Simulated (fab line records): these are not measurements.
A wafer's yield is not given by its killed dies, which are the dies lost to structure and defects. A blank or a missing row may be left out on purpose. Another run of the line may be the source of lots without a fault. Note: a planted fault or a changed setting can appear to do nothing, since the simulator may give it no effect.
fab line records ; flow sky130 ; part 2 of 2: steps 29 to 39 of 39
record: lots: 5; wafers: 15; lastDay: 48
route steps=708 shown NWELL@57 PWDE@84 VT_ADJUST_HVTP@85
lots with no fault: from the same line, run without faults
startH: hours from the record's opening day to when the first of the lot's shown wafers began ; waitH: time in hours since the lot's previous step ; " same as the row above ; L1.1+2: a row that stands for several wafers ; - value missing, or start not given ; * or withheld: withheld ; < > ~ a bound
route shown NAME@n: names a module that has steps shown in the file, with the first one's number in the route ; usual: the fault-free wafers' mean and standard deviation ; same: alike in all rows ; chamber/n: place in a boat ; sites: each site's reading ; _std_site: standard deviation of those values ; _edge_site: outer sites' mean less inner sites' ; radiusMm: for every site, how far away it sits from the centre of the wafer ; mask NAME#n: copy n ; behind: the tool/chamber that last shaped the wafer ; hold: why the lot went on hold/how many hours it stayed there/how the hold came to an end ; device: the transistor (n, p or np) that didn't switch ; end of line: at the end of the route, the tests of the same wafers ; where a step has no rows: the recipe by itself ; killed: at the first sort, the dies lost to defects and structure; wafer yield is something else ; map: per-die view of a wafer (x killed, . not killed, _ where there is no die)
set.NAME: setting as actually run; set.NAME@STEP: the setting as run at that earlier step ; model.NAME: the simulator's own value behind a step, which no gauge read
certain route steps with their lots: each step a table, each wafer a row
services: when a tool's chamber went out of use (startH, in hours from the record's first day, below 0 if earlier), for how many hours, and the reason
== steps ==
step: SKY_VT_ADJUST_HVTP_HMDS_01
recipe: primeTimeS: 60; primeTempC: 120
usual: exhaustPa: 45.0/0.91
lot.wafer;tool;chamber;startH;waitH;exhaustPa
L074.1;lithoTrack-01;0;114.36;0.1;44.8
L074.5;lithoTrack-01;0;114.36;0.1;44.7
L074.6;lithoTrack-01;0;114.36;0.1;43.9
L076.3;lithoTrack-02;0;123.45;0.1;44.4
L076.4;lithoTrack-02;0;123.45;0.1;47.5
L076.5;lithoTrack-02;0;123.45;0.1;44.4
L081.2;lithoTrack-04;0;164.55;0.1;45.8
L081.5;lithoTrack-04;0;164.55;0.1;45.4
L081.6;lithoTrack-04;0;164.55;0.1;45.8
L085.1;lithoTrack-04;0;183.27;0.1;44.0
L085.2;lithoTrack-04;0;183.27;0.1;44.3
L085.3;lithoTrack-04;0;183.27;0.1;44.6
L086.3;lithoTrack-04;0;183.92;0.1;45.1
L086.4;lithoTrack-04;0;183.92;0.1;45.7
L086.5;lithoTrack-04;0;183.92;0.1;45.1
step: SKY_VT_ADJUST_HVTP_COAT_02
recipe: resist: NOVOLAK; spinRpm: 2937; resistThkNm: 1140
usual: exhaustPa: 45.3/0.85
lot.wafer;tool;chamber;startH;waitH;exhaustPa
L074.1;lithoTrack-01;0;114.51;0.1;45.1
L074.5;lithoTrack-01;0;114.51;0.1;43.9
L074.6;lithoTrack-01;0;114.51;0.1;44.9
L076.3;lithoTrack-02;0;123.60;0.1;45.5
L076.4;lithoTrack-02;0;123.60;0.1;44.3
L076.5;lithoTrack-02;0;123.60;0.1;45.2
L081.2;lithoTrack-04;0;164.70;0.1;46.3
L081.5;lithoTrack-04;0;164.70;0.1;44.7
L081.6;lithoTrack-04;0;164.70;0.1;45.0
L085.1;lithoTrack-04;0;183.42;0.1;45.7
L085.2;lithoTrack-04;0;183.42;0.1;46.9
L085.3;lithoTrack-04;0;183.42;0.1;44.9
L086.3;lithoTrack-04;0;184.07;0.1;46.4
L086.4;lithoTrack-04;0;184.07;0.1;44.7
L086.5;lithoTrack-04;0;184.07;0.1;45.4
step: SKY_VT_ADJUST_HVTP_SOFTBAKE_03
recipe: tempC: 90; timeS: 60; resist: NOVOLAK
usual: exhaustPa: 44.8/0.92
lot.wafer;tool;chamber;startH;waitH;exhaustPa
L074.1;lithoTrack-01;0;114.66;0.1;44.5
L074.5;lithoTrack-01;0;114.66;0.1;44.2
L074.6;lithoTrack-01;0;114.66;0.1;46.3
L076.3;lithoTrack-02;0;123.75;0.1;45.6
L076.4;lithoTrack-02;0;123.75;0.1;44.4
L076.5;lithoTrack-02;0;123.75;0.1;43.5
L081.2;lithoTrack-04;0;164.85;0.1;43.7
L081.5;lithoTrack-04;0;164.85;0.1;43.8
L081.6;lithoTrack-04;0;164.85;0.1;42.7
L085.1;lithoTrack-04;0;183.57;0.1;45.0
L085.2;lithoTrack-04;0;183.57;0.1;43.3
L085.3;lithoTrack-04;0;183.57;0.1;45.0
L086.3;lithoTrack-04;0;184.22;0.1;45.6
L086.4;lithoTrack-04;0;184.22;0.1;44.7
L086.5;lithoTrack-04;0;184.22;0.1;46.0
step: SKY_VT_ADJUST_HVTP_EXPOSE_04
recipe: maskId: HVTPM; na: 0.6; sourceShape: conventional; sigmaOuter: 0.6; polarization: unpolarized; targetCdNm: 380; doseMj: 140
lot.wafer;tool;chamber;startH;waitH;mask
L074.1+5+6;ilineStepper-02;0;-;-;HVTPM#0
L076.3+4+5;ilineStepper-02;0;-;-;HVTPM#0
L081.2+5+6;ilineStepper-02;0;-;-;HVTPM#0
L085.1+2+3;ilineStepper-01;0;-;-;HVTPM#0
L086.3+4+5;ilineStepper-02;0;-;-;HVTPM#0
step: SKY_VT_ADJUST_HVTP_PEB_05
recipe: tempC: withheld; timeS: *; resist: NOVOLAK
usual: exhaustPa: 45.1/0.98
lot.wafer;tool;chamber;startH;waitH;exhaustPa
L074.1;lithoTrack-04;0;-;-;45.1
L074.5;lithoTrack-04;0;-;-;45.6
L074.6;lithoTrack-04;0;-;-;46.5
L076.3;lithoTrack-02;0;-;-;45.3
L076.4;lithoTrack-02;0;-;-;44.9
L076.5;lithoTrack-02;0;-;-;44.9
L081.2;lithoTrack-04;0;-;-;44.4
L081.5;lithoTrack-04;0;-;-;46.0
L081.6;lithoTrack-04;0;-;-;45.7
L085.1;lithoTrack-04;0;-;-;46.5
L085.2;lithoTrack-04;0;-;-;44.3
L085.3;lithoTrack-04;0;-;-;46.0
L086.3;lithoTrack-01;0;-;-;46.8
L086.4;lithoTrack-01;0;-;-;46.0
L086.5;lithoTrack-01;0;-;-;46.4
step: SKY_VT_ADJUST_HVTP_DEVELOP_06
recipe: resist: NOVOLAK; developer: TMAH; developTimeS: 60; devTempC: 23
usual: exhaustPa: 45.2/0.86
lot.wafer;tool;chamber;startH;waitH;exhaustPa
L074.1;lithoTrack-04;0;122.57;0.1;45.2
L074.5;lithoTrack-04;0;122.57;0.1;45.3
L074.6;lithoTrack-04;0;122.57;0.1;46.1
L076.3;lithoTrack-02;0;133.05;0.1;45.8
L076.4;lithoTrack-02;0;133.05;0.1;44.9
L076.5;lithoTrack-02;0;133.05;0.1;45.0
L081.2;lithoTrack-04;0;175.15;0.1;44.6
L081.5;lithoTrack-04;0;175.15;0.1;45.1
L081.6;lithoTrack-04;0;175.15;0.1;46.5
L085.1;lithoTrack-04;0;195.22;0.1;46.4
L085.2;lithoTrack-04;0;195.22;0.1;44.8
L085.3;lithoTrack-04;0;195.22;0.1;46.1
L086.3;lithoTrack-01;0;195.51;0.1;45.3
L086.4;lithoTrack-01;0;195.51;0.1;45.6
L086.5;lithoTrack-01;0;195.51;0.1;44.9
step: SKY_VT_ADJUST_HVTP_CD_MEAS_07
recipe: targetCdNm: 380
usual: cdNm: 379/3.3
lot.wafer;tool;chamber;startH;waitH;cdNm
L074.1;cdSem-02;-;122.72;0.1;382
L074.5;cdSem-02;-;122.72;0.1;381
L074.6;cdSem-02;-;122.72;0.1;383
L076.3;cdSem-01;-;133.19;0.1;371
L076.4;cdSem-01;-;133.19;0.1;373
L076.5;cdSem-01;-;133.19;0.1;372
L081.2;cdSem-01;-;175.30;0.1;378
L081.5;cdSem-01;-;175.30;0.1;378
L081.6;cdSem-01;-;175.30;0.1;377
L085.1;cdSem-01;-;195.37;0.1;383
L085.2;cdSem-01;-;195.37;0.1;384
L085.3;cdSem-01;-;195.37;0.1;384
L086.3;cdSem-01;-;195.65;0.1;373
L086.4;cdSem-01;-;195.65;0.1;372
L086.5;cdSem-01;-;195.65;0.1;373
step: SKY_VT_ADJUST_HVTP_OVL_MEAS_08
usual: VT_ADJUST_HVTP_OVL: -1.1/1.6
lot.wafer;tool;chamber;startH;waitH;VT_ADJUST_HVTP_OVL[nm]
L074.1;overlay-02;-;122.84;0.1;-0.6
L074.5;overlay-02;-;122.84;0.1;-1.2
L074.6;overlay-02;-;122.84;0.1;-0.8
L076.3;overlay-01;-;133.28;0.1;-1.2
L076.4;overlay-01;-;133.28;0.1;-0.8
L076.5;overlay-01;-;133.28;0.1;-1.5
L081.2;overlay-02;-;175.41;0.1;2.4
L081.5;overlay-02;-;175.41;0.1;0.7
L081.6;overlay-02;-;175.41;0.1;0.7
L085.1;overlay-02;-;195.49;0.1;0.2
L085.2;overlay-02;-;195.49;0.1;-1.6
L085.3;overlay-02;-;195.49;0.1;-1.8
L086.3;overlay-02;-;195.75;0.1;-0.6
L086.4;overlay-02;-;195.75;0.1;0.4
L086.5;overlay-02;-;195.75;0.1;-0.2
step: SKY_VT_ADJUST_HVTP_IMPLANT_09
recipe: species: As; energyKev: 150; doseCm2: 4.3e+12; tiltDeg: withheld
lot.wafer;tool;chamber;startH;waitH
L074.1+5+6;implanter-01;0;122.88;0.0
L076.3+4+5;implanter-03;0;133.36;0.1
L081.2+5+6;implanter-03;0;175.46;0.0
L085.1+2+3;implanter-03;0;195.53;0.0
L086.3+4+5;implanter-01;0;195.82;0.1
step: SKY_VT_ADJUST_HVTP_STRIP_10
recipe: chemistry: O2/N2; powerW: 1400; pressureMtorr: 1500; platenTempC: withheld; o2FlowSccm: 3000; n2FlowSccm: 300; overashFraction: 0.5
usual: drypumpMotorCurrentA: 5.7/0.34; n2FlowSccm: 299.9/0.89; oesProductAu: 0.715/0.0042; stripTimeToEndpointS: 14.30/0.039
same: overashFraction: 0.5
lot.wafer;tool;chamber;startH;waitH;drypumpMotorCurrentA;n2FlowSccm;oesProductAu;rfHoursCounterH;stripTimeToEndpointS
L074.1;plasmaAsher-02;1;123.03;0.1;5.0;300.3;0.725;48;14.21
L074.5;plasmaAsher-02;1;123.03;0.1;5.0;300.2;0.712;-;14.27
L074.6;plasmaAsher-02;0;123.03;0.1;6.0;298.3;0.705;-;14.29
L076.3;plasmaAsher-02;0;133.49;0.1;6.0;298.6;0.720;-;14.39
L076.4;plasmaAsher-02;1;133.49;0.1;5.0;298.7;0.710;-;14.37
L076.5;plasmaAsher-02;1;133.49;0.1;5.0;300.4;0.712;-;14.39
L081.2;plasmaAsher-01;1;175.59;0.1;5.9;299.5;0.717;36;14.36
L081.5;plasmaAsher-01;0;175.59;0.1;5.5;300.6;0.714;-;14.33
L081.6;plasmaAsher-01;1;175.59;0.1;5.9;300.4;0.713;-;14.37
L085.1;plasmaAsher-01;1;195.68;0.1;5.9;300.7;0.706;39;14.35
L085.2;plasmaAsher-01;0;195.68;0.1;5.5;300.6;0.722;39;14.35
L085.3;plasmaAsher-01;0;195.68;0.1;5.5;301.5;0.714;-;14.31
L086.3;plasmaAsher-04;1;195.95;0.1;5.8;298.6;0.715;-;14.27
L086.4;plasmaAsher-04;0;195.95;0.1;5.8;300.0;0.716;-;14.29
L086.5;plasmaAsher-04;1;195.95;0.1;5.8;299.4;0.717;-;14.30
step: SKY_VT_ADJUST_HVTP_TW_MEAS_11
usual: VT_ADJUST_HVTP_TW: 1358/8.1
lot.wafer;tool;chamber;startH;waitH;VT_ADJUST_HVTP_TW
L074.1;filmMetro-04;-;123.13;0.1;1363
L074.5;filmMetro-04;-;123.13;0.1;1363
L074.6;filmMetro-04;-;123.13;0.1;1363
L076.3;filmMetro-04;-;133.58;0.1;1363
L076.4;filmMetro-04;-;133.58;0.1;1372
L076.5;filmMetro-04;-;133.58;0.1;1367
L081.2;filmMetro-04;-;175.70;0.1;1357
L081.5;filmMetro-04;-;175.70;0.1;1361
L081.6;filmMetro-04;-;175.70;0.1;1358
L085.1;filmMetro-02;-;195.78;0.1;1353
L085.2;filmMetro-02;-;195.78;0.1;1357
L085.3;filmMetro-02;-;195.78;0.1;1352
L086.3;filmMetro-04;-;196.04;0.1;1370
L086.4;filmMetro-04;-;196.04;0.1;1365
L086.5;filmMetro-04;-;196.04;0.1;1370
== services ==
tool;chamber;startH;hours;kind
plasmaAsher-04;-;60.61;10.0;pm
implanter-01;-;67.79;3.1;repair
implanter-04;-;69.75;4.1;pm
implanter-03;-;72.39;3.0;pm
ilineStepper-01;0;74.99;-;calibration
wetBench-02;-;78.35;4.4;repair
implanter-04;-;80.96;2.8;repair
implanter-04;-;88.64;6.9;repair
wetBench-04;-;99.12;3.8;repair
plasmaAsher-03;-;108.75;9.0;pm
plasmaAsher-03;0;108.75;9.0;ventCycle
plasmaAsher-03;1;108.75;9.0;ventCycle
ilineStepper-01;-;116.61;8.9;pm
plasmaAsher-03;0;117.75;-;clean
ilineStepper-02;-;125.70;4.4;pm
implanter-03;-;131.66;1.4;repair
ilineStepper-02;0;134.32;-;calibration
implanter-02;-;140.18;63.5;pm
plasmaAsher-01;-;145.14;5.5;repair
implanter-01;-;150.72;0.9;repair
ilineStepper-02;-;158.26;1.7;pm
ilineStepper-01;-;185.73;1.7;pm
implanter-01;-;186.00;3.0;pm
implanter-01;-;188.97;5.0;pm
